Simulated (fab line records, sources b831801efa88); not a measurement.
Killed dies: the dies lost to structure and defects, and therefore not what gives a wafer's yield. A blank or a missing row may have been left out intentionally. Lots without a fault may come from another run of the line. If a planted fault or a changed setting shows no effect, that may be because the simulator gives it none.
fab line records	flow sky130
[record] lots = 12	wafers = 36	lastDay = 50
route steps=708 shown GATE_OXIDE@201 LDD_HVP@280 RES_XHIGH@340 PAD_OPEN@708
lots that met no fault: taken from a fault-free run of the same line
startH: the number of hours between the record's first day and the start of the first shown wafer of the lot	waitH: time in hours since the lot's previous step	" identical to the entry in the row above	L1.1+2: one row covering several wafers at once	- no value, or no start given	* or withheld: withheld	< > ~ a bound
route shown NAME@n: NAME is a module with steps in the file, n the number in the route of the first one	usual: mean and standard deviation over wafers with no fault	same: alike in all rows	chamber/n: place in a boat	sites: each site's reading	_std_site: their standard deviation	_edge_site: outer sites' mean less inner sites'	radiusMm: for every site, how far away it sits from the centre of the wafer	mask NAME#n: copy n	behind: the tool/chamber that last shaped the wafer	hold: why the lot was held/for how many hours/how that ended	device: which transistor (n, p or np) failed to switch	end of line: the same wafers' tests at the end of the route	a step given without rows: its recipe and nothing more	killed: dies that structure and defects cost at the first sort, which is not the same as the wafer's yield	map: dies across one wafer; x = killed, . = not, _ = none there
set.NAME: the setting that was run; set.NAME@STEP: the one run at that earlier step	model.NAME: the simulator's own value behind a step, which no gauge read
a sample of lots followed through the steps of the route, with each step as a table and each wafer as a row
services: a tool's chamber out of use, with start hour (startH, from the record's first day; less than 0 if before it), hours out, and reason
[[steps]]
[step SKY_GATE_OXIDE_TW_MEAS_14]
[usual] GATE_OXIDE_TW = 224.7/1.1
lot.wafer	tool	chamber	startH	waitH	GATE_OXIDE_TW
L324.2	filmMetro-02	-	321.01	0.1	225.0
L324.4	"	-	"	"	225.2
L324.5	"	-	"	"	223.8
L329.1	filmMetro-04	-	367.38	0.1	225.6
L329.2	"	-	"	"	225.3
L329.6	"	-	"	"	225.7
L330.1	filmMetro-04	-	378.27	0.1	224.8
L330.4	"	-	"	"	225.3
L330.6	"	-	"	"	224.2
L331.4	filmMetro-03	-	392.40	0.1	224.4
L331.5	"	-	"	"	224.0
L331.6	"	-	"	"	224.7
L334.2	filmMetro-02	-	422.38	0.1	226.9
L334.5	"	-	"	"	226.2
L334.6	"	-	"	"	226.7
L335.2	filmMetro-02	-	432.05	0.1	225.3
L335.4	"	-	"	"	226.4
L335.5	"	-	"	"	224.2
L337.1	filmMetro-02	-	450.83	0.1	224.0
L337.2	"	-	"	"	224.9
L337.6	"	-	"	"	225.0
L338.1	filmMetro-02	-	464.12	0.1	224.5
L338.4	"	-	"	"	224.7
L338.6	"	-	"	"	225.5
L340.3	filmMetro-03	-	479.54	0.1	225.0
L340.4	"	-	"	"	225.5
L340.5	"	-	"	"	224.4
L341.1	filmMetro-04	-	479.82	0.1	223.7
L341.3	"	-	"	"	226.7
L341.5	"	-	"	"	225.1
L343.3	filmMetro-04	-	492.76	0.1	223.7
L343.4	"	-	"	"	223.4
L343.5	"	-	"	"	222.6
L344.2	filmMetro-04	-	501.63	0.1	224.2
L344.3	"	-	"	"	222.2
L344.4	"	-	"	"	223.5
[step SKY_LDD_HVP_COAT_02]
[recipe] resist = NOVOLAK	spinRpm = 3000	resistThkNm = 300
[usual] spinSpeedRpm = 3000.2/1.9
lot.wafer	tool	chamber	startH	waitH	spinSpeedRpm
L324.2	lithoTrack-04	0	494.75	0.1	2998.8
L324.4	"	0	"	"	2997.7
L324.5	"	0	"	"	2999.6
L329.1	lithoTrack-04	0	561.58	0.1	3000.7
L329.2	"	0	"	"	3004.7
L329.6	"	0	"	"	3002.0
L330.1	lithoTrack-03	0	562.68	0.1	3000.5
L330.4	"	0	"	"	3001.0
L330.6	"	0	"	"	2999.2
L331.4	lithoTrack-03	0	574.36	0.1	3001.0
L331.5	"	0	"	"	2996.6
L331.6	"	0	"	"	2999.5
L334.2	lithoTrack-03	0	601.06	0.1	3001.5
L334.5	"	0	"	"	2997.7
L334.6	"	0	"	"	3000.9
L335.2	lithoTrack-03	0	613.86	0.1	2788.3
L335.4	"	0	"	"	2783.1
L335.5	"	0	"	"	2786.6
L337.1	lithoTrack-03	0	623.38	0.1	2785.1
L337.2	"	0	"	"	2787.7
L337.6	"	0	"	"	2788.3
L338.1	lithoTrack-03	0	640.08	0.1	2786.4
L338.4	"	0	"	"	2785.1
L338.6	"	0	"	"	2788.1
L341.1	lithoTrack-02	0	651.39	0.1	2997.0
L341.3	"	0	"	"	3002.8
L341.5	"	0	"	"	3000.4
L340.3	lithoTrack-02	0	652.84	0.1	2999.4
L340.4	"	0	"	"	2997.9
L340.5	"	0	"	"	2998.2
L343.3	lithoTrack-02	0	662.49	0.1	2997.4
L343.4	"	0	"	"	2997.2
L343.5	"	0	"	"	3000.2
L344.2	lithoTrack-04	0	671.35	0.1	3005.6
L344.3	"	0	"	"	2997.0
L344.4	"	0	"	"	3003.6
[step SKY_LDD_HVP_STRIP_09]
[recipe] chemistry = O2/N2	powerW = 1400	pressureMtorr = 1500	platenTempC = withheld	o2FlowSccm = 3000	n2FlowSccm = 300	overashFraction = 0.5
[usual] drypumpMotorCurrentA = 5.7/0.56	oesProductAu = 0.409/0.0043	stripTimeToEndpointS = 4.137/0.017
lot.wafer	tool	chamber	startH	waitH	drypumpMotorCurrentA	oesProductAu	rfHoursCounterH	stripTimeToEndpointS
L324.2	plasmaAsher-04	0	509.77	0.1	5.9	0.407	71	4.121
L324.4	"	1	"	"	5.0	0.405	-	4.136
L324.5	"	1	"	"	4.9	0.414	-	4.132
L329.1	plasmaAsher-02	1	576.83	0.1	5.5	0.408	13	4.092
L329.2	"	0	"	"	6.3	0.404	13	4.104
L329.6	"	0	"	"	6.3	0.406	-	4.122
L330.1	plasmaAsher-02	0	577.51	0.1	6.3	0.407	13	4.161
L330.4	"	1	"	"	5.4	0.402	-	4.140
L330.6	"	1	"	"	5.4	0.417	-	4.137
L331.4	plasmaAsher-04	0	589.05	0.1	5.9	0.411	-	4.144
L331.5	"	0	"	"	5.9	0.415	-	4.165
L331.6	"	1	"	"	5.0	0.411	-	4.142
L334.2	plasmaAsher-02	1	615.98	0.1	5.4	0.410	16	4.152
L334.5	"	0	"	"	6.3	0.403	-	4.158
L334.6	"	1	"	"	5.4	0.408	-	4.148
L335.2	plasmaAsher-02	0	629.02	0.1	6.4	0.414	18	4.296
L335.4	"	1	"	"	5.4	0.421	-	4.291
L335.5	"	0	"	"	6.3	0.418	-	4.292
L337.1	plasmaAsher-02	0	638.38	0.1	6.4	0.405	19	4.289
L337.2	"	1	"	"	5.4	0.418	19	4.291
L337.6	"	0	"	"	6.4	0.418	-	4.308
L338.1	plasmaAsher-02	0	655.26	0.1	6.3	0.421	20	4.327
L338.4	"	1	"	"	5.4	0.407	-	4.310
L338.6	"	0	"	"	6.3	0.420	-	4.303
L341.1	plasmaAsher-02	1	665.77	0.1	5.4	0.408	21	4.116
L341.3	"	1	"	"	5.5	0.407	-	4.121
L341.5	"	0	"	"	6.3	0.398	-	4.094
L340.3	plasmaAsher-02	0	667.20	0.1	6.3	0.412	-	4.132
L340.4	"	1	"	"	5.5	0.410	-	4.145
L340.5	"	0	"	"	6.3	0.407	-	4.149
L343.3	plasmaAsher-02	0	676.85	0.1	6.4	0.407	-	4.133
L343.4	"	1	"	"	5.4	0.411	-	4.119
L343.5	"	0	"	"	6.3	0.415	-	4.142
L344.2	plasmaAsher-01	1	686.22	0.1	5.0	0.412	99	4.139
L344.3	"	1	"	"	5.0	0.409	-	4.164
L344.4	"	0	"	"	6.4	0.412	-	4.145
[step SKY_LDD_HVP_TW_MEAS_10]
[usual] LDD_HVP_TW = 456/3.1
lot.wafer	tool	chamber	startH	waitH	LDD_HVP_TW
L324.2	filmMetro-03	-	509.88	0.1	456
L324.4	"	-	"	"	457
L324.5	"	-	"	"	454
L329.1	filmMetro-03	-	576.93	0.1	455
L329.2	"	-	"	"	455
L329.6	"	-	"	"	454
L330.1	filmMetro-02	-	577.61	0.1	456
L330.4	"	-	"	"	455
L330.6	"	-	"	"	457
L331.4	filmMetro-02	-	589.15	0.1	457
L331.5	"	-	"	"	456
L331.6	"	-	"	"	456
L334.2	filmMetro-03	-	616.09	0.1	461
L334.5	"	-	"	"	460
L334.6	"	-	"	"	458
L335.2	filmMetro-01	-	629.13	0.1	460
L335.4	"	-	"	"	457
L335.5	"	-	"	"	455
L337.1	filmMetro-02	-	638.48	0.1	457
L337.2	"	-	"	"	456
L337.6	"	-	"	"	458
L338.1	filmMetro-03	-	655.36	0.1	454
L338.4	"	-	"	"	454
L338.6	"	-	"	"	456
L341.1	filmMetro-03	-	665.87	0.1	455
L341.3	"	-	"	"	458
L341.5	"	-	"	"	456
L340.3	filmMetro-01	-	667.29	0.1	457
L340.4	"	-	"	"	459
L340.5	"	-	"	"	460
L343.3	filmMetro-02	-	676.93	0.1	461
L343.4	"	-	"	"	458
L343.5	"	-	"	"	457
L344.2	filmMetro-01	-	686.33	0.1	458
L344.3	"	-	"	"	457
L344.4	"	-	"	"	455
[step SKY_RES_XHIGH_STRIP_08]
[recipe] chemistry = O2/N2	powerW = 1400	pressureMtorr = 1500	platenTempC = withheld	o2FlowSccm = 3000	n2FlowSccm = 300	overashFraction = 0.5
[usual] drypumpMotorCurrentA = 5.6/0.56	oesProductAu = 0.710/0.0044	stripTimeToEndpointS = 14.28/0.038
lot.wafer	tool	chamber	startH	waitH	drypumpMotorCurrentA	oesProductAu	rfHoursCounterH	stripTimeToEndpointS
L324.2	plasmaAsher-04	0	630.08	0.1	5.9	0.712	83	14.23
L324.4	"	0	"	"	5.9	0.708	-	14.29
L324.5	"	1	"	"	4.9	0.713	-	14.22
L329.1	plasmaAsher-04	0	693.14	0.1	5.9	0.713	89	14.32
L329.2	"	1	"	"	5.0	0.707	89	14.32
L329.6	"	0	"	"	5.9	0.714	-	14.33
L330.1	plasmaAsher-02	0	695.88	0.1	6.3	0.707	24	14.29
L330.4	"	0	"	"	6.3	0.712	-	14.25
L330.6	"	0	"	"	6.3	0.716	-	14.32
L331.4	plasmaAsher-01	0	705.02	0.1	6.4	0.711	-	14.37
L331.5	"	1	"	"	5.0	0.707	-	14.36
L331.6	"	0	"	"	6.4	0.713	-	14.36
L334.2	plasmaAsher-04	0	730.93	0.1	5.9	0.703	93	14.34
L334.5	"	0	"	"	5.8	0.714	-	14.34
L334.6	"	1	"	"	5.0	0.697	-	14.36
L335.2	plasmaAsher-04	0	744.83	0.1	5.9	0.712	95	14.34
L335.4	"	1	"	"	4.9	0.715	-	14.29
L335.5	"	1	"	"	5.0	0.717	-	14.34
L337.1	plasmaAsher-02	0	752.33	0.1	6.3	0.713	30	14.27
L337.2	"	1	"	"	5.4	0.707	30	14.25
L337.6	"	1	"	"	5.4	0.705	-	14.25
L338.1	plasmaAsher-01	0	769.73	0.1	6.4	0.710	3	14.29
L338.4	"	1	"	"	5.0	0.708	-	14.31
L338.6	"	1	"	"	5.0	0.718	-	14.31
L341.1	plasmaAsher-04	0	777.14	0.1	5.9	0.716	98	14.24
L341.3	"	1	"	"	5.0	0.704	-	14.30
L341.5	"	1	"	"	5.0	0.709	-	14.25
L340.3	plasmaAsher-04	1	780.78	0.1	5.0	0.708	-	14.26
L340.4	"	0	"	"	5.9	0.707	-	14.28
L340.5	"	0	"	"	5.8	0.708	-	14.22
L343.3	plasmaAsher-01	1	789.07	0.1	5.0	0.715	-	14.27
L343.4	"	0	"	"	6.4	0.707	-	14.26
L343.5	"	1	"	"	5.0	0.704	-	14.26
L344.2	plasmaAsher-02	1	799.44	0.1	5.4	0.702	35	14.27
L344.3	"	0	"	"	6.4	0.713	-	14.25
L344.4	"	1	"	"	5.4	0.713	-	14.25
[step SKY_PAD_OPEN_PROBE_99]
[usual] killed_at_M0_to_M3 = 44/6.9	killed_at_M4_up = 3.3/1.7	killedAtContacts = 24/4.7	killedAtFrontEnd = 15/4.5	killedAtOther = 0.2/0.49	killedDies = 86/8.4	killedOpen = 47/6.5	killedShort = 39/6
[same] grossDies = 492	killedAtBackSide = 0
lot.wafer	tool	chamber	startH	waitH	killed_at_M0_to_M3	killed_at_M4_up	killedAtContacts	killedAtFrontEnd	killedAtOther	killedDies	killedOpen	killedShort
L331.4	prober-01	-	1136.09	0.2	41	3	23	15	0	82	50	32
L331.5	prober-01	-	1136.14	0.2	52	2	11	14	0	79	36	43
L331.6	prober-01	-	1136.19	0.2	44	3	26	14	0	87	49	38
// killed by level:class
L331.4 LI_CONTACT:geometricParticle:open=8 CONTACT:geometricParticle:open=8 METAL2:geometricParticle:short=7 METAL1:geometricParticle:short=7 VIA2:geometricParticle:open=7 FIELD_ISO:geometricParticle:open=5 VIA1:geometricParticle:open=5 POLY_GATE:geometricParticle:open=4
L331.5 METAL2:geometricParticle:short=12 VIA1:geometricParticle:open=7 LI_CONTACT:geometricParticle:open=6 VIA2:geometricParticle:open=6 VIA1:geometricParticle:short=6 VIA3:geometricParticle:open=6 FIELD_ISO:geometricParticle:short=5 METAL1:geometricParticle:short=5
L331.6 VIA1:geometricParticle:open=10 VIA2:geometricParticle:open=8 LI_CONTACT:geometricParticle:open=6 VIA3:geometricParticle:open=6 LOCAL_INTERCONNECT:geometricParticle:short=6 CONTACT:geometricParticle:short=6 CONTACT:geometricParticle:open=6 METAL1:geometricParticle:short=6
[[services]]
tool	chamber	startH	hours	kind
plasmaAsher-02	-	502.00	13.2	repair
plasmaAsher-02	-	704.44	0.4	repair
plasmaAsher-01	-	733.75	9.0	pm
plasmaAsher-01	0	733.75	9.0	ventCycle
plasmaAsher-01	1	733.75	9.0	ventCycle
plasmaAsher-01	0	742.75	-	clean
plasmaAsher-01	1	742.75	-	clean
[[key]]
[firstSign] step = SKY_LDD_HVP_COAT_02	reading = spinSpeedRpm	direction = down	sigmas = 99+	usual = 3000.2	struck = 2786.5
[effect] step = SKY_LDD_HVP_STRIP_09	reading = stripTimeToEndpointS	direction = up	sigmas = 9.7	usual = *	struck = *
metAt SKY_LDD_HVP_COAT_02
struckLots L335,L337,L338
testerLeftOut L335,L337,L338
notActingAt SKY_GATE_OXIDE_TW_MEAS_14,SKY_LDD_HVP_TW_MEAS_10,SKY_RES_XHIGH_STRIP_08
onsetBetween 601.06 613.86
[fault] kind = processParameterDrift	tool = lithoTrack-03	chamber = -	onsetH = 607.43	steps = SKY_LDD_HVP_COAT_02	channel = spinRpm	offset = -214.07	shape = step	endH = 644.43	actsIn = theseRecipesOnly	stated = 3000
// testerLeftOut: of these lots the tester's yield and bins aren't shown, on N5 and GAA mostly nor the transistor test; their killed dies are dies lost to structure and defects alone, not to doping, threshold or leakage, so they don't give the yield
